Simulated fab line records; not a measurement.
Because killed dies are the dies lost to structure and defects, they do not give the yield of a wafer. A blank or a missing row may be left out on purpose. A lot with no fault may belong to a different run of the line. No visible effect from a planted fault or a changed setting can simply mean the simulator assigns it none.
What tool caused it? + flow gf180mcu + Sampling: 13 lots, 39 wafers, 4 of 602 route steps

WHAT THE GAUGES READ, wafer by wafer
GF_NSD_OVL_MEAS_08. Usual: NSD_OVL gives -0.8 nm (standard deviation 1.3).
| lot  | measured     | on         | NSD_OVL (nm)   | flag |
|------|--------------|------------|----------------|------|
| L660 | day 13 04:02 | overlay-02 | -3.5 -2.3 -3.1 |      |
| L662 | day 13 23:58 | overlay-01 | -0.4 -2.7 -2.6 |      |
| L665 | day 15 11:22 | overlay-01 | 0.3 1.8 2.2    |      |
| L668 | day 16 04:37 | overlay-02 | -1.3 -1.3 -1.5 |      |
| L671 | day 17 02:47 | overlay-01 | -1.2 -0.7 -0.8 |      |
| L673 | day 17 19:04 | overlay-02 | -2.7 -1.7 -3.7 |      |
| L674 | day 18 00:58 | overlay-01 | 0.9 0.2 0.0    |      |
| L677 | day 19 01:46 | overlay-01 | 0.2 1.2 0.3    |      |
| L679 | day 19 20:22 | overlay-02 | -1.2 -1.8 -1.3 |      |
| L680 | day 20 06:04 | overlay-01 | -1.6 -0.7 -2.3 |      |
| L681 | day 20 12:32 | overlay-02 | 0.7 0.2 1.4    |      |
| L682 | day 20 19:50 | overlay-01 | -1.6 -1.5 -1.0 |      |
| L683 | day 21 06:10 | overlay-01 | 0.7 -0.9 0.7   |      |

GF_SALICIDE_RS_MEAS_04: measurement is done with a four-point probe. Usual: SALICIDE_TIN_RS gives 16.21 ohm/sq (standard deviation 0.28).
| lot  | measured     | on            | SALICIDE_TIN_RS (ohm/sq) | flag |
|------|--------------|---------------|--------------------------|------|
| L660 | day 14 21:49 | film-metro-04 | 16.14 16.53 16.42        |      |
| L662 | day 15 18:57 | film-metro-01 | 16.13 16.51 16.44        |      |
| L665 | day 17 10:07 | film-metro-01 | 16.56 16.01 16.70        |      |
| L668 | day 18 02:19 | film-metro-01 | 16.50 16.66 16.61        |      |
| L671 | day 19 01:01 | film-metro-01 | 17.21 17.65 16.20        |      |
| L673 | day 19 18:55 | film-metro-04 | 16.65 16.10 16.08        |      |
| L674 | day 20 02:20 | film-metro-04 | 16.03 15.88 16.15        |      |
| L677 | day 21 03:10 | film-metro-03 | 16.33 16.82 16.08        |      |
| L679 | day 21 21:16 | film-metro-03 | 15.83 15.98 16.03        |      |
| L680 | day 22 06:58 | film-metro-03 | 16.45 16.47 16.17        |      |
| L681 | day 22 13:26 | film-metro-01 | 16.01 16.32 16.37        |      |
| L682 | day 22 20:44 | film-metro-01 | 15.98 16.09 16.10        |      |
| L683 | day 23 07:47 | film-metro-01 | 16.64 16.43 16.39        |      |

TOOL THAT RAN EACH LOT (tool first, then ch and the chambers of the sampled wafers, then the start)
| lot  | GF_HV_LDD_ETCHBACK_58              | GF_SALICIDE_SPUTTER_02       |
|------|------------------------------------|------------------------------|
| L660 | rie-diel-02 ch 1,2,3, day 12 08:19 | pvd-sputter-03, day 14 21:45 |
| L662 | rie-diel-04 ch 0,3, day 13 03:46   | pvd-sputter-04, day 15 18:54 |
| L665 | rie-diel-04 ch 0,2,3, day 14 13:59 | pvd-sputter-04, day 17 10:04 |
| L668 | rie-diel-02 ch 0,3, day 15 06:19   | pvd-sputter-03, day 18 02:16 |
| L671 | rie-diel-02 ch 1,2, day 16 03:29   | pvd-sputter-01, day 19 00:56 |
| L673 | rie-diel-02 ch 0,1,2, day 16 20:31 | pvd-sputter-04, day 19 18:52 |
| L674 | rie-diel-03 ch 1,3, day 17 03:40   | pvd-sputter-04, day 20 02:16 |
| L677 | rie-diel-02 ch 0,1,2, day 18 02:46 | pvd-sputter-04, day 21 03:07 |
| L679 | rie-diel-04 ch 1,2,3, day 18 20:05 | pvd-sputter-04, day 21 21:12 |
| L680 | rie-diel-03 ch 2,3, day 19 06:04   | pvd-sputter-03, day 22 06:53 |
| L681 | rie-diel-03 ch 0,1,2, day 19 12:25 | pvd-sputter-04, day 22 13:22 |
| L682 | rie-diel-04 ch 0,1, day 19 19:46   | pvd-sputter-03, day 22 20:38 |
| L683 | rie-diel-04 ch 0,1,2, day 20 06:19 | pvd-sputter-04, day 23 07:43 |
- GF_HV_LDD_ETCHBACK_58: etches Si3N4 in CH3F/O2, stops on SiO2, time 100 s, target depth 90 nm.
- GF_SALICIDE_SPUTTER_02: material Co, target thk 10 nm, time 20 s.

AS READ BY THE TOOLS THEMSELVES (means over the sampled wafers that have a number; for cases with no such wafer, the mark the record gives instead)
GF_HV_LDD_ETCHBACK_58. Usual: chamber-pressure-mTorr 25.001 mTorr, standard deviation 0.024; drypump-motor-current-A 5.7 A, standard deviation 0.65; oes-product-au 0.842 a.u., standard deviation 0.0062; throttle-valve-pct 10.561 %, standard deviation 0.0092.
| lot  | tool        | chamber-pressure-mTorr (mTorr) | drypump-motor-current-A (A) | oes-product-au (a.u.) | throttle-valve-pct (%) | flag |
|------|-------------|--------------------------------|-----------------------------|-----------------------|------------------------|------|
| L660 | rie-diel-02 | 24.995                         | 6.0                         | 0.843                 | 10.564                 |      |
| L662 | rie-diel-04 | 25.013                         | 5.8                         | 0.842                 | 10.570                 |      |
| L665 | rie-diel-04 | 24.989                         | 6.0                         | 0.843                 | 10.557                 |      |
| L668 | rie-diel-02 | 25.016                         | 5.8                         | 0.836                 | 10.563                 |      |
| L671 | rie-diel-02 | 25.001                         | 6.3                         | 0.848                 | 10.574                 |      |
| L673 | rie-diel-02 | 24.984                         | 6.3                         | 0.841                 | 10.560                 |      |
| L674 | rie-diel-03 | 24.975                         | 5.2                         | 0.845                 | 10.561                 |      |
| L677 | rie-diel-02 | 24.999                         | 6.3                         | 0.840                 | 10.560                 |      |
| L679 | rie-diel-04 | 24.979                         | 6.1                         | 0.845                 | 10.564                 |      |
| L680 | rie-diel-03 | 25.000                         | 5.1                         | 0.851                 | 10.555                 |      |
| L681 | rie-diel-03 | 24.984                         | 5.2                         | 0.842                 | 10.567                 |      |
| L682 | rie-diel-04 | 24.997                         | 5.0                         | 0.840                 | 10.562                 |      |
| L683 | rie-diel-04 | 25.029                         | 5.6                         | 0.838                 | 10.564                 |      |

GF_SALICIDE_SPUTTER_02. Usual: 29.9 % for throttle-valve-pct, sd 0.79.
| lot  | tool           | throttle-valve-pct (%) | flag |
|------|----------------|------------------------|------|
| L660 | pvd-sputter-03 | 29.6                   |      |
| L662 | pvd-sputter-04 | 30.3                   |      |
| L665 | pvd-sputter-04 | 29.5                   |      |
| L668 | pvd-sputter-03 | 28.9                   |      |
| L671 | pvd-sputter-01 | 29.9                   |      |
| L673 | pvd-sputter-04 | 30.4                   |      |
| L674 | pvd-sputter-04 | 29.4                   |      |
| L677 | pvd-sputter-04 | 30.4                   |      |
| L679 | pvd-sputter-04 | 30.7                   |      |
| L680 | pvd-sputter-03 | 29.0                   |      |
| L681 | pvd-sputter-04 | 30.8                   |      |
| L682 | pvd-sputter-03 | 29.3                   |      |
| L683 | pvd-sputter-04 | 30.1                   |      |

THE ANSWER, worked out from the rows above alone
Rule: lot off if the mean of its wafers having a number is beyond 3 standard deviations from the usual mean. A lot without any number at a reading at which 4 lots or more have one is off too. All remaining lots with rows at the step are treated as sound. The gauges are gone through in route order, then the tools' own readings, and for those a lot's mean is taken as printed above. At the first step where some lot is off, the reading lying furthest off is the one used; lots without a number count as furthest.
Across all readings shown, no lot is off: no conclusion can be drawn from this.

WHAT THE SIMULATOR HAD INSERTED
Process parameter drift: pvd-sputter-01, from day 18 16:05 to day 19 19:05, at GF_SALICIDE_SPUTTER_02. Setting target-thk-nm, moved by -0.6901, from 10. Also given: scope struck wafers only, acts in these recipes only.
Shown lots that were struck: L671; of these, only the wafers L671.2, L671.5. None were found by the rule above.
